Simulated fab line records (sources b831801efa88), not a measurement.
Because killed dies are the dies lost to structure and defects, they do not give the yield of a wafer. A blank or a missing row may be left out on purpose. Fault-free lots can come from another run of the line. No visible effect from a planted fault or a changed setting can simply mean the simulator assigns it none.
fab line records | flow sky130
[record] lots = 14 | wafers = 42 | last-day = 50
route steps=708 shown SD_N@355 LI_CONTACT@382 METAL2@483
lots with no fault: from the same line, run without faults
start-h: hours from the record's first day to the start of the lot's first wafer shown | wait-h: how many hours have passed since the lot's step before this one | " same as the row above | L1.1+2: several wafers, shown together as one row | - no value, or no start was given | * or withheld: withheld | < > ~ a bound
route shown NAME@n: names a module that has steps shown in the file, with the first one's number in the route | usual: the fault-free wafers' mean and standard deviation | same: alike in all rows | chamber/n: place in a boat | sites: readings site by site | _std_site: how widely they spread, as a standard deviation | _edge_site: the outer-site mean with the inner-site mean subtracted | radius-mm: for every site, how far away it sits from the centre of the wafer | mask NAME#n: copy n | behind: the last tool/chamber to shape the wafer | hold: cause of the lot's hold/its duration in hours/its outcome | device: which transistor (n, p or np) failed to switch | end of line: tests of these same wafers at the route's end | a step without rows: its recipe alone | killed: dies lost to structure and defects at the first sort, not the wafer's yield | map: per-die view of a wafer (x killed, . not killed, _ where there is no die)
set.NAME: the setting that was run; set.NAME@STEP: the one run at that earlier step | model.NAME: the simulator's own value behind a step, which no gauge read
a sample of lots followed through the steps of the route, with each step as a table and each wafer as a row
services: a tool's chamber out of use, with start hour (start-h, from the record's first day; less than 0 if before it), hours out, and reason
[[steps]]
[step SKY_SD_N_CLEAN_13]
[recipe] chemistry = SC1/SC2 | mix = 1:4:20 | temp-c = 70 | time-s = 150 | dry = n2-spin
[usual] run-length-s = 177/3.4
lot.wafer | tool         | chamber | start-h | wait-h | run-length-s
L780.1    | wet-bench-03 | 0       | 662.96  | 0.1    | 178
L780.3    | "            | 0       | "       | "      | 178
L780.6    | "            | 0       | "       | "      | 178
L781.2    | wet-bench-01 | 3       | 663.26  | 0.0    | 176
L781.5    | "            | 3       | "       | "      | 176
L781.6    | "            | 3       | "       | "      | 176
L782.2    | wet-bench-03 | 2       | 663.56  | 0.0    | 175
L782.4    | "            | 2       | "       | "      | 175
L782.5    | "            | 2       | "       | "      | 175
L783.1    | wet-bench-03 | 1       | 667.35  | 0.1    | 182
L783.4    | "            | 1       | "       | "      | 182
L783.5    | "            | 1       | "       | "      | 182
L784.3    | wet-bench-03 | 1       | 681.09  | 0.0    | 174
L784.5    | "            | 1       | "       | "      | 174
L784.6    | "            | 1       | "       | "      | 174
L790.2    | wet-bench-01 | 0       | 729.44  | 0.0    | 98
L790.5    | "            | 0       | "       | "      | 98
L790.6    | "            | 0       | "       | "      | 98
L791.4    | wet-bench-01 | 2       | 736.64  | 0.0    | 98
L791.5    | "            | 2       | "       | "      | 98
L791.6    | "            | 2       | "       | "      | 98
L794.3    | wet-bench-04 | 3       | 758.71  | 0.0    | 176
L794.4    | "            | 3       | "       | "      | 176
L794.6    | "            | 3       | "       | "      | 176
L796.2    | wet-bench-04 | 3       | 775.82  | 0.0    | 183
L796.3    | "            | 3       | "       | "      | 183
L796.4    | "            | 3       | "       | "      | 183
L798.1    | wet-bench-03 | 2       | 794.76  | 0.1    | 183
L798.4    | "            | 2       | "       | "      | 183
L798.6    | "            | 2       | "       | "      | 183
L799.3    | wet-bench-04 | 1       | 805.00  | 0.0    | 177
L799.5    | "            | 1       | "       | "      | 177
L799.6    | "            | 1       | "       | "      | 177
L801.1    | wet-bench-04 | 3       | 827.26  | 0.1    | 176
L801.2    | "            | 3       | "       | "      | 176
L801.6    | "            | 3       | "       | "      | 176
L802.1    | wet-bench-01 | 2       | 828.60  | 0.1    | 174
L802.4    | "            | 2       | "       | "      | 174
L802.6    | "            | 2       | "       | "      | 174
L803.3    | wet-bench-01 | 2       | 844.80  | 0.0    | 175
L803.5    | "            | 2       | "       | "      | 175
L803.6    | "            | 2       | "       | "      | 175
[step SKY_LI_CONTACT_SPUTTER_20]
[recipe] material = TiN | target-thk-nm = 20 | chamber-pressure-pa = 5 | power-w = 4000 | time-s = 80
[usual] throttle-valve-pct = 29.7/1
lot.wafer | tool           | chamber | start-h | wait-h | throttle-valve-pct
L780.1    | pvd-sputter-01 | -       | 693.09  | 0.0    | 29.5
L780.3    | "              | -       | "       | "      | 29.8
L780.6    | "              | -       | "       | "      | 29.8
L781.2    | pvd-sputter-04 | -       | 693.44  | 0.0    | 29.7
L781.5    | "              | -       | "       | "      | 30.7
L781.6    | "              | -       | "       | "      | 28.3
L782.2    | pvd-sputter-03 | -       | 693.49  | 0.0    | 29.7
L782.4    | "              | -       | "       | "      | 28.1
L782.5    | "              | -       | "       | "      | 31.0
L783.1    | pvd-sputter-03 | -       | 697.19  | 0.0    | 28.9
L783.4    | "              | -       | "       | "      | 29.6
L783.5    | "              | -       | "       | "      | 29.4
L784.3    | pvd-sputter-04 | -       | 710.43  | 0.0    | 30.6
L784.5    | "              | -       | "       | "      | 29.6
L784.6    | "              | -       | "       | "      | 30.6
L790.2    | pvd-sputter-01 | -       | 758.98  | 0.0    | 29.6
L790.5    | "              | -       | "       | "      | 29.6
L790.6    | "              | -       | "       | "      | 29.7
L791.4    | pvd-sputter-01 | -       | 765.96  | 0.0    | 29.6
L791.5    | "              | -       | "       | "      | 29.4
L791.6    | "              | -       | "       | "      | 29.7
L794.3    | pvd-sputter-03 | -       | 787.63  | 0.0    | 30.6
L794.4    | "              | -       | "       | "      | 29.1
L794.6    | "              | -       | "       | "      | 27.9
L796.2    | pvd-sputter-01 | -       | 803.90  | 0.0    | 29.7
L796.3    | "              | -       | "       | "      | 29.6
L796.4    | "              | -       | "       | "      | 29.6
L798.1    | pvd-sputter-03 | -       | 822.38  | 0.0    | 30.7
L798.4    | "              | -       | "       | "      | 29.6
L798.6    | "              | -       | "       | "      | 29.7
L799.3    | pvd-sputter-03 | -       | 831.79  | 0.0    | 29.0
L799.5    | "              | -       | "       | "      | 29.4
L799.6    | "              | -       | "       | "      | 30.8
L801.1    | pvd-sputter-03 | -       | 855.31  | 0.0    | 29.8
L801.2    | "              | -       | "       | "      | 30.8
L801.6    | "              | -       | "       | "      | 29.6
L802.1    | pvd-sputter-03 | -       | 856.82  | 0.0    | 27.9
L802.4    | "              | -       | "       | "      | 29.6
L802.6    | "              | -       | "       | "      | 27.9
L803.3    | pvd-sputter-04 | -       | 872.46  | 0.0    | 30.8
L803.5    | "              | -       | "       | "      | 28.6
L803.6    | "              | -       | "       | "      | 30.5
[step SKY_METAL2_SPUTTER_00]
[recipe] material = Ti | target-thk-nm = 15 | power-w = 3000 | time-s = 10 | chamber-pressure-pa = 0.4
[usual] throttle-valve-pct = 29.5/0.97
lot.wafer | tool           | chamber | start-h | wait-h | throttle-valve-pct
L780.1    | pvd-sputter-02 | -       | 808.01  | 0.2    | 28.8
L780.3    | "              | -       | "       | "      | 29.4
L780.6    | "              | -       | "       | "      | 29.4
L781.2    | pvd-sputter-02 | -       | 810.30  | 0.1    | 30.2
L781.5    | "              | -       | "       | "      | 30.1
L781.6    | "              | -       | "       | "      | 28.7
L782.2    | pvd-sputter-04 | -       | 810.64  | 0.2    | 28.9
L782.4    | "              | -       | "       | "      | 29.9
L782.5    | "              | -       | "       | "      | 31.8
L783.1    | pvd-sputter-03 | -       | 813.04  | 0.1    | 29.4
L783.4    | "              | -       | "       | "      | 30.7
L783.5    | "              | -       | "       | "      | 29.2
L784.3    | pvd-sputter-04 | -       | 824.20  | 0.1    | 29.6
L784.5    | "              | -       | "       | "      | 28.7
L784.6    | "              | -       | "       | "      | 30.8
L790.2    | pvd-sputter-02 | -       | 870.51  | 0.2    | 29.5
L790.5    | "              | -       | "       | "      | 29.5
L790.6    | "              | -       | "       | "      | 28.7
L791.4    | pvd-sputter-04 | -       | 875.74  | 0.2    | 29.5
L791.5    | "              | -       | "       | "      | 31.8
L791.6    | "              | -       | "       | "      | 28.6
L794.3    | pvd-sputter-04 | -       | 897.01  | 0.2    | 30.6
L794.4    | "              | -       | "       | "      | 28.7
L794.6    | "              | -       | "       | "      | 28.8
L796.2    | pvd-sputter-03 | -       | 912.91  | 0.2    | 28.1
L796.3    | "              | -       | "       | "      | 29.2
L796.4    | "              | -       | "       | "      | 31.0
L798.1    | pvd-sputter-03 | -       | 930.16  | 0.1    | 28.1
L798.4    | "              | -       | "       | "      | 29.3
L798.6    | "              | -       | "       | "      | 29.3
L799.3    | pvd-sputter-02 | -       | 940.64  | 0.2    | 28.5
L799.5    | "              | -       | "       | "      | 28.6
L799.6    | "              | -       | "       | "      | 29.1
L801.1    | pvd-sputter-02 | -       | 961.17  | 0.2    | 28.7
L801.2    | "              | -       | "       | "      | 29.6
L801.6    | "              | -       | "       | "      | 29.2
L802.1    | pvd-sputter-04 | -       | 963.29  | 0.2    | 28.7
L802.4    | "              | -       | "       | "      | 30.8
L802.6    | "              | -       | "       | "      | 28.3
L803.3    | pvd-sputter-03 | -       | 978.40  | 0.1    | 29.3
L803.5    | "              | -       | "       | "      | 30.8
L803.6    | "              | -       | "       | "      | 29.1
[step SKY_METAL2_SPUTTER_04]
[recipe] material = TiN | target-thk-nm = 70 | power-w = 6500 | time-s = 58.3 | chamber-pressure-pa = 0.4
[usual] throttle-valve-pct = 29.5/0.99
lot.wafer | tool           | chamber | start-h | wait-h | throttle-valve-pct
L780.1    | pvd-sputter-02 | -       | 808.10  | 0.0    | 28.9
L780.3    | "              | -       | "       | "      | 29.4
L780.6    | "              | -       | "       | "      | 29.5
L781.2    | pvd-sputter-02 | -       | 810.39  | 0.0    | 30.0
L781.5    | "              | -       | "       | "      | 29.7
L781.6    | "              | -       | "       | "      | 28.8
L782.2    | pvd-sputter-04 | -       | 810.73  | 0.0    | 28.5
L782.4    | "              | -       | "       | "      | 29.7
L782.5    | "              | -       | "       | "      | 31.8
L783.1    | pvd-sputter-03 | -       | 813.13  | 0.0    | 29.1
L783.4    | "              | -       | "       | "      | 30.7
L783.5    | "              | -       | "       | "      | 29.2
L784.3    | pvd-sputter-04 | -       | 824.29  | 0.0    | 30.0
L784.5    | "              | -       | "       | "      | 28.6
L784.6    | "              | -       | "       | "      | 30.8
L790.2    | pvd-sputter-02 | -       | 870.60  | 0.0    | 29.4
L790.5    | "              | -       | "       | "      | 29.3
L790.6    | "              | -       | "       | "      | 28.6
L791.4    | pvd-sputter-04 | -       | 875.83  | 0.0    | 30.1
L791.5    | "              | -       | "       | "      | 31.6
L791.6    | "              | -       | "       | "      | 28.6
L794.3    | pvd-sputter-04 | -       | 897.10  | 0.0    | 30.7
L794.4    | "              | -       | "       | "      | 28.7
L794.6    | "              | -       | "       | "      | 28.6
L796.2    | pvd-sputter-03 | -       | 913.00  | 0.0    | 28.0
L796.3    | "              | -       | "       | "      | 29.0
L796.4    | "              | -       | "       | "      | 30.7
L798.1    | pvd-sputter-03 | -       | 930.25  | 0.0    | 28.0
L798.4    | "              | -       | "       | "      | 29.3
L798.6    | "              | -       | "       | "      | 29.3
L799.3    | pvd-sputter-02 | -       | 940.73  | 0.0    | 28.5
L799.5    | "              | -       | "       | "      | 28.4
L799.6    | "              | -       | "       | "      | 29.3
L801.1    | pvd-sputter-02 | -       | 961.26  | 0.0    | 28.8
L801.2    | "              | -       | "       | "      | 29.6
L801.6    | "              | -       | "       | "      | 29.2
L802.1    | pvd-sputter-04 | -       | 963.38  | 0.0    | 28.4
L802.4    | "              | -       | "       | "      | 30.9
L802.6    | "              | -       | "       | "      | 28.5
L803.3    | pvd-sputter-03 | -       | 978.49  | 0.0    | 29.2
L803.5    | "              | -       | "       | "      | 30.6
L803.6    | "              | -       | "       | "      | 29.3
[[services]]
tool           | chamber | start-h | hours | kind
pvd-sputter-02 | -       | 689.40  | 2.7   | repair
pvd-sputter-03 | -       | 697.27  | 6.2   | repair
pvd-sputter-01 | -       | 699.26  | 4.7   | repair
pvd-sputter-03 | -       | 706.68  | 1.0   | repair
wet-bench-03   | -       | 782.41  | 1.9   | pm
pvd-sputter-01 | -       | 821.11  | 7.9   | repair
wet-bench-01   | -       | 888.82  | 5.1   | repair
[[key]]
[first-sign] step = SKY_SD_N_CLEAN_13 | reading = run-length-s | direction = down | sigmas = 23 | usual = * | struck = *
effect none on later readings
met-at SKY_SD_N_CLEAN_13
struck-lots L790,L791
tester-left-out L790,L791
not-acting-at SKY_LI_CONTACT_SPUTTER_20,SKY_METAL2_SPUTTER_00,SKY_METAL2_SPUTTER_04
onset-between 663.26 729.44
[fault] kind = process-parameter-drift | tool = wet-bench-01 | chamber = - | onset-h = 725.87 | steps = SKY_SD_N_CLEAN_13 | channel = time-s | offset = * | shape = step | end-h = 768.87 | acts-in = * | stated = *
// tester-left-out: of these lots the tester's yield and bins aren't shown, on N5 and GAA mostly nor the transistor test; their killed dies are dies lost to structure and defects alone, not to doping, threshold or leakage, so they don't give the yield
